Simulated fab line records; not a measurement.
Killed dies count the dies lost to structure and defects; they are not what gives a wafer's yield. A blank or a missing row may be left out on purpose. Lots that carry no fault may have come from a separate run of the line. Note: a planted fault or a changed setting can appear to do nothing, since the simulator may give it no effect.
fab line records    flow sky130
record: lots: 11  wafers: 33  lastDay: 50
route steps=708 shown POLY_CUT@315 LI_CONTACT@383 CONTACT@406
lots with no fault: from the same line, run without faults
startH: hours from the record's opening day to when the first of the lot's shown wafers began    waitH: hours elapsed since this lot's preceding step    " the same as in the row above    L1.1+2: a single row standing in for several wafers    - either no value or no given start    * or withheld: withheld    < > ~ a bound
route shown NAME@n: a module of which the file shows steps, and the number in the route of the first    usual: average and standard deviation across the fault-free wafers    same: alike in all rows    chamber/n: place in a boat    sites: readings site by site    _std_site: the values' standard deviation    _edge_site: inner sites' mean taken away from outer sites' mean    radiusMm: for every site, how far away it sits from the centre of the wafer    mask NAME#n: copy n    behind: the most recent tool/chamber to have shaped the wafer    hold: what put the lot on hold/how long, in hours/how the hold closed    device: the transistor (n, p or np) that didn't switch    end of line: the same wafers' tests at the end of the route    a step without rows: its recipe alone    killed: dies that structure and defects cost at the first sort, which is not the same as the wafer's yield    map: the dies of a wafer, with x for killed, . for not killed, _ for no die there
set.NAME: the setting the step ran with; set.NAME@STEP: the setting that earlier step ran with    model.NAME: the simulator's own value behind a step, which no gauge read
the route's steps for a sample of lots (tables are steps, rows are wafers)
services: the hour from which a tool's chamber was out of use, counted from the record's first day as startH (under 0 if before that day), plus the number of hours and why
== steps ==
step: SKY_POLY_CUT_CD_MEAS_08
recipe: targetCdNm: 270
usual: cdNm: 270.3/1.4
lot.wafer  tool      chamber  startH  waitH  cdNm
L257.2     cdSem-01  -        592.05  -      269.2
L257.3     "         -        "       "      269.3
L257.4     "         -        "       "      269.3
L258.3     cdSem-02  -        595.60  -      269.8
L258.4     "         -        "       "      270.2
L258.6     "         -        "       "      271.0
L261.1     cdSem-02  -        617.72  -      269.9
L261.4     "         -        "       "      271.2
L261.5     "         -        "       "      270.1
L263.3     cdSem-02  -        636.55  -      272.2
L263.4     "         -        "       "      272.8
L263.6     "         -        "       "      272.4
L264.1     cdSem-01  -        642.07  -      269.5
L264.4     "         -        "       "      269.9
L264.6     "         -        "       "      269.7
L266.1     cdSem-02  -        661.22  -      269.8
L266.2     "         -        "       "      270.2
L266.6     "         -        "       "      270.6
L267.2     cdSem-01  -        671.68  -      269.4
L267.3     "         -        "       "      269.2
L267.4     "         -        "       "      268.5
L269.4     cdSem-01  -        692.38  -      270.9
L269.5     "         -        "       "      271.6
L269.6     "         -        "       "      272.2
L275.1     cdSem-02  -        731.03  -      270.1
L275.2     "         -        "       "      270.2
L275.6     "         -        "       "      271.5
L277.2     cdSem-02  -        737.94  -      268.7
L277.4     "         -        "       "      269.0
L277.5     "         -        "       "      270.2
L279.1     cdSem-02  -        751.61  -      271.5
L279.2     "         -        "       "      271.7
L279.5     "         -        "       "      272.9
step: SKY_LI_CONTACT_CVD_21
recipe: material: W  targetThkNm: 400  timeS: 120.56  tempC: 400  pressureTorr: 40
usual: heaterPowerW: 819/60  susceptorTempC: 399.96/0.23
lot.wafer  tool     chamber  startH  waitH  heaterPowerW  susceptorTempC
L257.2     cvdW-02  0        710.89  0.0    872           400.18
L257.3     "        1        "       "      770           400.37
L257.4     "        0        "       "      859           400.23
L258.3     cvdW-02  1        713.76  0.1    752           400.30
L258.4     "        0        "       "      882           400.23
L258.6     "        1        "       "      776           400.27
L261.1     cvdW-02  1        734.00  0.0    752           399.96
L261.4     "        1        "       "      784           399.99
L261.5     "        0        "       "      876           399.91
L263.3     cvdW-01  0        754.93  0.1    730           400.19
L263.4     "        1        "       "      909           399.70
L263.6     "        1        "       "      895           399.92
L264.1     cvdW-01  0        760.48  0.0    769           400.22
L264.4     "        0        "       "      727           400.27
L264.6     "        0        "       "      749           400.14
L266.1     cvdW-02  0        776.45  0.0    861           399.96
L266.2     "        0        "       "      881           399.83
L266.6     "        0        "       "      876           399.82
L267.2     cvdW-01  1        786.04  0.0    896           399.98
L267.3     "        0        "       "      750           399.83
L267.4     "        1        "       "      893           399.87
L269.4     cvdW-01  1        806.18  0.1    890           399.97
L269.5     "        1        "       "      875           400.13
L269.6     "        0        "       "      752           399.90
L275.1     cvdW-01  0        843.84  0.0    751           399.58
L275.2     "        1        "       "      911           399.89
L275.6     "        1        "       "      864           400.14
L277.2     cvdW-02  0        851.39  0.0    780           382.29
L277.4     "        1        "       "      688           382.68
L277.5     "        0        "       "      801           382.58
L279.1     cvdW-02  0        862.94  0.0    796           382.43
L279.2     "        1        "       "      687           382.72
L279.5     "        0        "       "      781           382.51
step: SKY_LI_CONTACT_RS_MEAS_22
recipe: thkMeasGauge: four-point-probe  reads: W_of_LI_CONTACT_CVD_21+TiN_of_LI_CONTACT_SPUTTER_20+Ti_of_LI_CONTACT_SPUTTER_19
usual: LI_CONTACT_W_RS: 0.287/0.0032
lot.wafer  tool          chamber  startH  waitH  LI_CONTACT_W_RS[ohm/sq]
L257.2     filmMetro-02  -        711.03  0.1    0.290
L257.3     "             -        "       "      0.286
L257.4     "             -        "       "      0.290
L258.3     filmMetro-03  -        713.89  0.1    0.286
L258.4     "             -        "       "      0.286
L258.6     "             -        "       "      0.283
L261.1     filmMetro-03  -        734.12  0.1    0.285
L261.4     "             -        "       "      0.285
L261.5     "             -        "       "      0.289
L263.3     filmMetro-02  -        755.05  0.1    0.287
L263.4     "             -        "       "      0.289
L263.6     "             -        "       "      0.285
L264.1     filmMetro-03  -        760.60  0.1    0.283
L264.4     "             -        "       "      0.284
L264.6     "             -        "       "      0.282
L266.1     filmMetro-02  -        776.70  0.2    0.291
L266.2     "             -        "       "      0.292
L266.6     "             -        "       "      0.290
L267.2     filmMetro-01  -        786.18  0.1    0.288
L267.3     "             -        "       "      0.282
L267.4     "             -        "       "      0.288
L269.4     filmMetro-02  -        806.32  0.1    0.286
L269.5     "             -        "       "      0.286
L269.6     "             -        "       "      0.287
L275.1     filmMetro-01  -        843.96  0.1    0.285
L275.2     "             -        "       "      0.288
L275.6     "             -        "       "      0.287
L277.2     filmMetro-02  -        851.53  0.1    0.405
L277.4     "             -        "       "      0.389
L277.5     "             -        "       "      0.407
L279.1     filmMetro-03  -        863.06  0.1    0.395
L279.2     "             -        "       "      0.385
L279.5     "             -        "       "      0.398
step: SKY_LI_CONTACT_THK_MEAS_23
recipe: thkMeasGauge: xrf  reads: W_of_LI_CONTACT_CVD_21
usual: LI_CONTACT_W_THK: 409/8.3
lot.wafer  tool          chamber  startH  waitH  LI_CONTACT_W_THK[nm]
L257.2     filmMetro-02  -        711.14  0.1    405
L257.3     "             -        "       "      415
L257.4     "             -        "       "      408
L258.3     filmMetro-03  -        713.99  0.1    420
L258.4     "             -        "       "      420
L258.6     "             -        "       "      423
L261.1     filmMetro-03  -        734.24  0.1    417
L261.4     "             -        "       "      417
L261.5     "             -        "       "      411
L263.3     filmMetro-02  -        755.15  0.1    410
L263.4     "             -        "       "      408
L263.6     "             -        "       "      414
L264.1     filmMetro-03  -        760.72  0.1    422
L264.4     "             -        "       "      424
L264.6     "             -        "       "      423
L266.1     filmMetro-02  -        776.82  0.1    405
L266.2     "             -        "       "      404
L266.6     "             -        "       "      405
L267.2     filmMetro-01  -        786.29  0.1    405
L267.3     "             -        "       "      415
L267.4     "             -        "       "      409
L269.4     filmMetro-02  -        806.41  0.1    417
L269.5     "             -        "       "      414
L269.6     "             -        "       "      416
L275.1     filmMetro-01  -        844.08  0.1    406
L275.2     "             -        "       "      402
L275.6     "             -        "       "      399
L277.2     filmMetro-02  -        851.64  0.1    288
L277.4     "             -        "       "      300
L277.5     "             -        "       "      287
L279.1     filmMetro-03  -        863.18  0.1    300
L279.2     "             -        "       "      310
L279.5     "             -        "       "      299
step: SKY_LI_CONTACT_CMP_24
recipe: stopOn: PSG  tOverpolishS: 20  downForcePsi: 3.5  platenRpm: 60  targetThkNm: 0  padVelocityMS: 0.94248
usual: motorCurrentA: 10.6/0.73  timeToEndpointS: 96/3.6
lot.wafer  tool    chamber  startH  waitH  motorCurrentA  timeToEndpointS
L257.2     cmp-02  1        711.19  0.0    10.1           95
L257.3     "       2        "       "      10.2           94
L257.4     "       0        "       "      9.7            94
L258.4     cmp-01  2        714.08  0.1    10.5           93
L258.3     "       0        "       "      10.5           97
L258.6     "       2        "       "      10.0           95
L261.1     cmp-01  2        734.35  0.1    10.0           94
L261.4     "       3        "       "      12.7           102
L261.5     "       2        "       "      9.8            94
L263.4     cmp-01  0        755.24  0.1    11.0           97
L263.3     "       2        "       "      9.8            95
L263.6     "       0        "       "      10.7           99
L264.1     cmp-02  0        761.06  0.3    9.5            95
L264.4     "       1        "       "      10.5           95
L264.6     "       3        "       "      10.2           95
L266.2     cmp-01  3        776.93  0.1    11.5           96
L266.1     "       1        "       "      10.9           98
L266.6     "       3        "       "      11.5           99
L267.4     cmp-02  3        786.34  0.0    10.6           92
L267.2     "       0        "       "      9.6            98
L267.3     "       1        "       "      11.1           94
L269.4     cmp-02  3        806.54  0.1    10.2           94
L269.5     "       1        "       "      10.7           93
L269.6     "       2        "       "      9.6            97
L275.2     cmp-01  2        844.35  0.2    10.1           88
L275.1     "       3        "       "      12.2           98
L275.6     "       1        "       "      10.5           98
L277.4     cmp-02  3        851.69  0.0    10.5           74
L277.2     "       0        "       "      9.5            68
L277.5     "       3        "       "      10.8           70
L279.2     cmp-02  0        863.29  0.1    9.3            74
L279.1     "       2        "       "      10.2           75
L279.5     "       3        "       "      10.2           68
step: SKY_CONTACT_CVD_00
recipe: material: Si3N4  targetThkNm: 75  tempC: 400  timeS: withheld  rfW: 450
usual: heaterPowerW: 716/70  susceptorTempC: 399.98/0.24
lot.wafer  tool      chamber  startH  waitH  heaterPowerW  susceptorTempC
L257.2     pecvd-02  2        740.90  0.0    757           399.71
L257.3     "         0        "       "      730           400.48
L257.4     "         0        "       "      734           400.57
L258.3     pecvd-03  1        742.42  0.0    793           399.74
L258.4     "         1        "       "      786           400.17
L258.6     "         0        "       "      677           400.05
L261.1     pecvd-02  2        763.87  0.0    832           399.73
L261.4     "         1        "       "      762           399.79
L261.5     "         0        "       "      653           400.25
L263.3     pecvd-02  1        784.69  0.0    798           399.83
L263.4     "         2        "       "      822           399.83
L263.6     "         2        "       "      836           399.89
L264.1     pecvd-03  0        789.69  0.0    673           399.81
L264.4     "         2        "       "      770           399.85
L264.6     "         0        "       "      677           400.04
L266.1     pecvd-02  2        804.80  0.0    809           399.92
L266.2     "         0        "       "      710           400.26
L266.6     "         1        "       "      760           400.30
L267.2     pecvd-04  2        813.94  0.0    743           400.35
L267.3     "         0        "       "      628           399.58
L267.4     "         0        "       "      641           399.71
L269.4     pecvd-03  1        835.07  0.0    813           399.66
L269.5     "         0        "       "      607           399.91
L269.6     "         2        "       "      633           400.04
L275.1     pecvd-03  2        871.48  0.0    748           400.08
L275.2     "         0        "       "      611           399.92
L275.6     "         1        "       "      815           399.86
L277.2     pecvd-03  1        879.17  0.0    782           400.06
L277.4     "         1        "       "      815           400.02
L277.5     "         0        "       "      666           399.82
L279.1     pecvd-03  0        890.82  0.0    674           399.94
L279.2     "         1        "       "      679           400.02
L279.5     "         2        "       "      748           399.94
step: SKY_CONTACT_THK_MEAS_26
recipe: thkMeasGauge: xrf  reads: W_of_CONTACT_CVD_24
usual: CONTACT_W_THK: 353/7.3
lot.wafer  tool          chamber  startH  waitH  CONTACT_W_THK[nm]
L257.2     filmMetro-04  -        770.44  0.1    343
L257.3     "             -        "       "      347
L257.4     "             -        "       "      343
L258.3     filmMetro-03  -        772.55  0.1    351
L258.4     "             -        "       "      352
L258.6     "             -        "       "      354
L261.1     filmMetro-03  -        793.11  0.1    361
L261.4     "             -        "       "      357
L261.5     "             -        "       "      362
L263.3     filmMetro-02  -        813.68  0.1    360
L263.4     "             -        "       "      361
L263.6     "             -        "       "      355
L264.1     filmMetro-04  -        818.84  0.1    344
L264.4     "             -        "       "      339
L264.6     "             -        "       "      342
L266.1     filmMetro-04  -        834.11  0.1    346
L266.2     "             -        "       "      338
L266.6     "             -        "       "      343
L267.2     filmMetro-03  -        842.54  0.1    359
L267.3     "             -        "       "      358
L267.4     "             -        "       "      354
L269.4     filmMetro-02  -        863.79  0.1    350
L269.5     "             -        "       "      358
L269.6     "             -        "       "      351
L275.1     filmMetro-02  -        899.91  0.1    347
L275.2     "             -        "       "      353
L275.6     "             -        "       "      352
L277.2     filmMetro-02  -        907.66  0.1    351
L277.4     "             -        "       "      345
L277.5     "             -        "       "      351
L279.1     filmMetro-03  -        917.98  0.1    362
L279.2     "             -        "       "      359
L279.5     "             -        "       "      362
== services ==
tool      chamber  startH  hours  kind
pecvd-04  -        702.62  1.1    repair
pecvd-04  2        706.14  45.9   repair
cmp-02    -        718.95  16.1   repair
cmp-01    -        726.09  2.9    repair
cmp-02    -        744.37  4.0    pm
cvdW-02   -        748.92  1.3    repair
cmp-01    -        750.41  0.6    repair
cmp-01    -        754.43  0.5    repair
cmp-01    -        760.50  2.1    repair
cvdW-01   1        762.57  9.7    repair
cvdW-02   1        766.07  10.8   repair
pecvd-02  0        772.92  14.7   repair
pecvd-04  -        798.49  0.6    repair
cmp-01    -        798.78  2.6    repair
cvdW-01   -        799.18  0.8    repair
cvdW-01   1        812.49  4.5    repair
cmp-01    -        831.87  7.3    repair
cvdW-01   1        837.99  3.3    repair
cmp-02    -        839.22  6.5    pm
cmp-01    -        845.76  2.5    pm
cvdW-01   0        851.19  5.7    repair
pecvd-02  -        859.02  0.5    repair
cmp-01    -        874.61  2.9    repair
pecvd-03  -        885.86  0.9    repair
== key ==
firstSign: step: SKY_LI_CONTACT_CVD_21  reading: susceptorTempC  direction: down  sigmas: 75  usual: *  struck: *
effect: step: SKY_LI_CONTACT_RS_MEAS_22  reading: LI_CONTACT_W_RS  direction: up  sigmas: 35  usual: 0.287  struck: 0.396
effect: step: SKY_LI_CONTACT_THK_MEAS_23  reading: LI_CONTACT_W_THK  direction: down  sigmas: 13  usual: 409  struck: 297
effect: step: SKY_LI_CONTACT_CMP_24  reading: timeToEndpointS  direction: down  sigmas: 6.8  usual: *  struck: *
metAt SKY_LI_CONTACT_CVD_21
struckLots L277,L279
testerLeftOut L277,L279
notActingAt SKY_POLY_CUT_CD_MEAS_08,SKY_CONTACT_CVD_00,SKY_CONTACT_THK_MEAS_26
onsetBetween 776.45 851.39
fault: kind: processParameterDrift  tool: cvdW-02  chamber: -  onsetH: 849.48  steps: SKY_LI_CONTACT_CVD_21  channel: tempC  offset: *  shape: step  endH: 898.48  actsIn: *  stated: *
testerLeftOut: of these lots the tester's yield and bins aren't shown, on N5 and GAA mostly nor the transistor test; their killed dies are dies lost to structure and defects alone, not to doping, threshold or leakage, so they don't give the yield
